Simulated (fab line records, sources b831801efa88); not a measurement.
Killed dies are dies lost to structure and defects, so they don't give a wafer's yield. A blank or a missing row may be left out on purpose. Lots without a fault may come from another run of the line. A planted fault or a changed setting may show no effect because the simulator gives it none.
Which tool did it? | flow sky130 | 7 lots, 21 wafers sampled, at 1 step of a route of 708

WHAT THE GAUGES READ, wafer by wafer
SKY_VT_ADJUST_LVTN_OVL_MEAS_18.
lot  | measured     | on         | VT_ADJUST_LVTN_01_OVL (nm)
L928 | day 8 10:32  | overlay-01 | -0.2 -0.7 -0.2
L932 | day 9 10:49  | overlay-02 | -0.9 1.8 0.6
L938 | day 11 07:29 | overlay-01 | 2.0 1.0 0.4
L941 | day 12 00:07 | overlay-02 | -1.7 -0.6 -0.7
L945 | day 12 23:07 | overlay-02 | 0.3 -0.6 -0.3
L947 | day 13 15:52 | overlay-02 | -0.8 -1.2 0.9
L949 | day 14 09:53 | overlay-01 | 0.1 1.5 0.3

WHICH TOOL RAN EACH LOT (tool, then ch and the chambers of the sampled wafers, then the start)
The record holds no process step before these readings.

THE ANSWER, worked out from the rows above alone
Rule: what is usual is taken from the lots themselves. Put in order of their means at a reading, lots are off if they are a third of the lots or fewer, leave a main group of 4 or more, and stand apart from it by a gap of 3 or more times the standard deviation of the main group's means; of several such gaps the widest counts. A main group whose means are all the same, to the digits that the tables above print for the reading, isn't used. A lot without any number at a reading at which 4 lots or more have one is off too. The other lots that the step has rows for count as sound.
No lot is off at any reading shown: from this, nothing can be told.

WHAT THE SIMULATOR HAD PUT IN
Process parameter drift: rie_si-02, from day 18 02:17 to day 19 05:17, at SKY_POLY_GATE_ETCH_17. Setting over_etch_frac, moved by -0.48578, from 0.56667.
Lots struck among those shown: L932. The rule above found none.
